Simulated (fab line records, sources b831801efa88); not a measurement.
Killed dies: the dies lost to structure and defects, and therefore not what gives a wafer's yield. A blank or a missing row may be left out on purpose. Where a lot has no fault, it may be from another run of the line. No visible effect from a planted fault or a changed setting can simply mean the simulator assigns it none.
The tool behind it: which one? / flow gf180mcu / Sampling: 14 lots, 42 wafers, 4 of 602 route steps

## WHAT THE GAUGES READ, wafer by wafer
GF_STI_THK_MEAS_02. Usual: for STI_OXIDATION_THK the level is 10.03 nm and the standard deviation is 0.2.
lot=L368; measured=day 1 12:31; on=film_metro-04; STI_OXIDATION_THK (nm)=9.75 9.89 9.69; flag=
lot=L373; measured=day 2 12:52; on=film_metro-04; STI_OXIDATION_THK (nm)=10.09 10.29 10.09; flag=
lot=L375; measured=day 2 22:40; on=film_metro-03; STI_OXIDATION_THK (nm)=9.96 9.92 9.91; flag=
lot=L376; measured=day 3 04:30; on=film_metro-03; STI_OXIDATION_THK (nm)=9.79 9.89 9.79; flag=
lot=L377; measured=day 3 09:07; on=film_metro-04; STI_OXIDATION_THK (nm)=10.17 10.02 9.87; flag=
lot=L382; measured=day 4 09:31; on=film_metro-03; STI_OXIDATION_THK (nm)=10.29 10.19 10.38; flag=
lot=L383; measured=day 4 14:31; on=film_metro-04; STI_OXIDATION_THK (nm)=10.41 10.24 10.45; flag=
lot=L384; measured=day 4 20:51; on=film_metro-03; STI_OXIDATION_THK (nm)=10.10 10.09 10.31; flag=
lot=L385; measured=day 5 00:32; on=film_metro-03; STI_OXIDATION_THK (nm)=9.89 10.11 10.01; flag=
lot=L386; measured=day 5 06:59; on=film_metro-04; STI_OXIDATION_THK (nm)=9.99 10.10 9.94; flag=
lot=L388; measured=day 5 16:46; on=film_metro-03; STI_OXIDATION_THK (nm)=10.22 10.17 10.05; flag=
lot=L389; measured=day 5 21:40; on=film_metro-01; STI_OXIDATION_THK (nm)=10.05 10.12 9.99; flag=
lot=L390; measured=day 6 02:21; on=film_metro-04; STI_OXIDATION_THK (nm)=9.73 9.81 9.88; flag=
lot=L391; measured=day 6 06:31; on=film_metro-03; STI_OXIDATION_THK (nm)=9.85 9.76 9.90; flag=

GF_SAB_OVL_MEAS_10. Usual: for SAB_OVL the level is -0.8 nm and the standard deviation is 1.6.
lot=L368; measured=day 15 00:43; on=overlay-02; SAB_OVL (nm)=-1.5 -2.9 -0.2; flag=
lot=L373; measured=day 16 22:41; on=overlay-01; SAB_OVL (nm)=-0.5 -1.2 -1.4; flag=
lot=L375; measured=day 17 14:43; on=overlay-01; SAB_OVL (nm)=-2.0 -0.8 -0.3; flag=
lot=L382; measured=day 20 05:34; on=overlay-01; SAB_OVL (nm)=-2.2 -0.3 -2.1; flag=
lot=L383; measured=day 20 14:28; on=overlay-01; SAB_OVL (nm)=-0.6 0.1 -1.9; flag=
lot=L384; measured=day 20 23:44; on=overlay-01; SAB_OVL (nm)=-0.1 -0.4 1.8; flag=
lot=L385; measured=day 21 07:53; on=overlay-01; SAB_OVL (nm)=1.6 1.9 0.3; flag=
lot=L386; measured=day 21 20:47; on=overlay-01; SAB_OVL (nm)=-2.4 -2.5 -1.9; flag=
lot=L388; measured=day 22 05:32; on=overlay-01; SAB_OVL (nm)=3.0 0.7 3.0; flag=
lot=L389; measured=day 22 15:37; on=overlay-02; SAB_OVL (nm)=-2.7 -2.9 -3.1; flag=
lot=L390; measured=day 22 20:41; on=overlay-02; SAB_OVL (nm)=-1.7 -1.2 -0.3; flag=
lot=L391; measured=day 23 06:19; on=overlay-02; SAB_OVL (nm)=1.4 0.9 0.2; flag=

GF_SALICIDE_RS_MEAS_04: the measuring method here is four-point-probe. Usual: for SALICIDE_TIN_RS the level is 16.32 ohm/sq and the standard deviation is 0.3.
lot=L368; measured=day 15 01:10; on=film_metro-02; SALICIDE_TIN_RS (ohm/sq)=16.54 16.71 16.56; flag=
lot=L373; measured=day 16 23:07; on=film_metro-04; SALICIDE_TIN_RS (ohm/sq)=15.98 15.93 16.05; flag=
lot=L375; measured=day 17 15:10; on=film_metro-04; SALICIDE_TIN_RS (ohm/sq)=16.11 16.13 16.15; flag=
lot=L382; measured=day 20 06:01; on=film_metro-02; SALICIDE_TIN_RS (ohm/sq)=15.89 16.06 15.97; flag=
lot=L383; measured=day 20 14:54; on=film_metro-02; SALICIDE_TIN_RS (ohm/sq)=16.65 16.76 16.76; flag=
lot=L384; measured=day 21 00:10; on=film_metro-04; SALICIDE_TIN_RS (ohm/sq)=16.07 15.93 16.17; flag=
lot=L385; measured=day 21 08:20; on=film_metro-04; SALICIDE_TIN_RS (ohm/sq)=16.37 16.08 16.36; flag=
lot=L386; measured=day 21 21:16; on=film_metro-02; SALICIDE_TIN_RS (ohm/sq)=16.76 16.66 16.59; flag=
lot=L388; measured=day 22 06:06; on=film_metro-02; SALICIDE_TIN_RS (ohm/sq)=16.41 16.70 16.54; flag=
lot=L389; measured=day 22 16:07; on=film_metro-03; SALICIDE_TIN_RS (ohm/sq)=16.80 16.64 16.77; flag=
lot=L390; measured=day 22 21:08; on=film_metro-02; SALICIDE_TIN_RS (ohm/sq)=16.82 16.50 16.57; flag=
lot=L391; measured=day 23 06:45; on=film_metro-02; SALICIDE_TIN_RS (ohm/sq)=15.85 15.91 16.04; flag=

## WHAT TOOL EACH LOT RAN ON (gives the tool, then ch and the chambers of the sampled wafers, and finally the start)
lot=L368; GF_STI_WET_ETCH_17=wet_bench-02 ch 0, day 2 02:12
lot=L373; GF_STI_WET_ETCH_17=wet_bench-01 ch 3, day 3 03:12
lot=L375; GF_STI_WET_ETCH_17=wet_bench-03 ch 1, day 3 13:21
lot=L376; GF_STI_WET_ETCH_17=wet_bench-03 ch 2, day 3 19:41
lot=L377; GF_STI_WET_ETCH_17=wet_bench-03 ch 1, day 4 00:17
lot=L382; GF_STI_WET_ETCH_17=wet_bench-03 ch 3, day 5 01:20
lot=L383; GF_STI_WET_ETCH_17=wet_bench-03 ch 0, day 5 06:24
lot=L384; GF_STI_WET_ETCH_17=wet_bench-02 ch 3, day 5 13:30
lot=L385; GF_STI_WET_ETCH_17=wet_bench-02 ch 1, day 5 16:23
lot=L386; GF_STI_WET_ETCH_17=wet_bench-01 ch 0, day 5 23:27
lot=L388; GF_STI_WET_ETCH_17=wet_bench-03 ch 2, day 6 09:38
lot=L389; GF_STI_WET_ETCH_17=wet_bench-01 ch 2, day 6 14:56
lot=L390; GF_STI_WET_ETCH_17=wet_bench-01 ch 3, day 6 19:41
lot=L391; GF_STI_WET_ETCH_17=wet_bench-01 ch 3, day 7 00:02
- GF_STI_WET_ETCH_17: etches Si3N4 in H3PO4, target depth 45 nm, time 514 s.

## WHAT THE TOOLS THEMSELVES READ (means of the sampled wafers that have a number; where no wafer has one, the mark that the record gives instead)
GF_STI_WET_ETCH_17. Usual: bath_guard_temp_C 160.0 C, standard deviation 0.38; bath_heat_duty_pct 28 %, standard deviation 3.2.
lot=L368; tool=wet_bench-02; bath_guard_temp_C (C)=159.5; bath_heat_duty_pct (%)=30; flag=
lot=L373; tool=wet_bench-01; bath_guard_temp_C (C)=160.2; bath_heat_duty_pct (%)=32; flag=
lot=L375; tool=wet_bench-03; bath_guard_temp_C (C)=159.6; bath_heat_duty_pct (%)=30; flag=
lot=L376; tool=wet_bench-03; bath_guard_temp_C (C)=-; bath_heat_duty_pct (%)=-; flag=OFF
lot=L377; tool=wet_bench-03; bath_guard_temp_C (C)=-; bath_heat_duty_pct (%)=-; flag=OFF
lot=L382; tool=wet_bench-03; bath_guard_temp_C (C)=160.6; bath_heat_duty_pct (%)=26; flag=
lot=L383; tool=wet_bench-03; bath_guard_temp_C (C)=159.9; bath_heat_duty_pct (%)=26; flag=
lot=L384; tool=wet_bench-02; bath_guard_temp_C (C)=159.7; bath_heat_duty_pct (%)=29; flag=
lot=L385; tool=wet_bench-02; bath_guard_temp_C (C)=160.0; bath_heat_duty_pct (%)=29; flag=
lot=L386; tool=wet_bench-01; bath_guard_temp_C (C)=159.5; bath_heat_duty_pct (%)=26; flag=
lot=L388; tool=wet_bench-03; bath_guard_temp_C (C)=160.1; bath_heat_duty_pct (%)=22; flag=
lot=L389; tool=wet_bench-01; bath_guard_temp_C (C)=159.6; bath_heat_duty_pct (%)=25; flag=
lot=L390; tool=wet_bench-01; bath_guard_temp_C (C)=160.2; bath_heat_duty_pct (%)=31; flag=
lot=L391; tool=wet_bench-01; bath_guard_temp_C (C)=160.4; bath_heat_duty_pct (%)=32; flag=

## THE ANSWER, worked out from the rows above alone
Rule: a lot is off if the mean of its wafers that have a number lies more than 3 standard deviations from the usual mean. Also off: a lot with no number at a reading for which 4 or more lots have one. Where the step has rows for the other lots, those lots are counted as sound. Order of review: gauges by route order, followed by the tools' own readings, for which a lot's mean as printed above is used. At the first step where some lot is off, the reading lying furthest off is the one used; lots without a number count as furthest.
Off at GF_STI_WET_ETCH_17 (bath_guard_temp_C): L376, L377. Without a number there: L376, L377.
If a tool, at that step or one of the process steps before it, ran each lot that is off and ran no sound lot following the first of them, it fits. None of those tried fits.

## WHAT THE SIMULATOR PUT IN
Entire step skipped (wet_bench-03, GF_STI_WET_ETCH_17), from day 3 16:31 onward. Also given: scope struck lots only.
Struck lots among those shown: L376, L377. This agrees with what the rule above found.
